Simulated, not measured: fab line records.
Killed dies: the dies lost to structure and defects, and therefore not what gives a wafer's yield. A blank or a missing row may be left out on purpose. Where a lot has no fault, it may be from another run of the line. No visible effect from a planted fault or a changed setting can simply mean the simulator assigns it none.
Chamber matching ; flow gf180mcu ; 4 sister chambers for GF_V1_CMP_26 on cmp-01
The step polishes, stops on SiO2, t overpolish 15 s, target thk 0 nm. 4 wafers are shown with their chamber, then 8 later ones without.

WAFERS, EACH WITH ITS CHAMBER
wafer;chamber;motorCurrentA (A)
L802.4;3;12.3
L817.1;0;10.4
L817.3;2;13.5
L819.1;1;12.5

WAFERS WHOSE CHAMBER IS MISSING
wafer;motorCurrentA (A)
L819.3;13.4
L819.6;11.9
L820.2;12.1
L820.3;11.8
L820.5;12.3
L822.2;10.1
L822.4;12.5
L822.6;12.2

EACH ONE'S CHAMBER
wafer;from the rows above;in truth
L819.3;2;2
L819.6;can't be placed: 3 or 1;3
L820.2;can't be placed: 3 or 1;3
L820.3;can't be placed: 3 or 1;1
L820.5;can't be placed: 3 or 1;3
L822.2;0;0
L822.4;can't be placed: 1 or 3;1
L822.6;can't be placed: 3 or 1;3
Correct placement for 2 of the 8. From these rows, 6 cannot be placed; in 6 the true chamber is one of the candidates. 0 placed wrongly.
How it was worked out, from the rows above alone: a wafer's distance from a chamber is the root of the sum, over the readings, of the square of ((its reading less the chamber's mean) divided by the reading's scatter). If the next closest chamber is less than 2 further off than the closest, the wafer can't be placed; otherwise it belongs to the closest. Each chamber's mean is taken over the wafers shown for it. The scatter: root of mean squared gap, hidden wafer to nearest shown wafer, with one shown wafer a chamber.
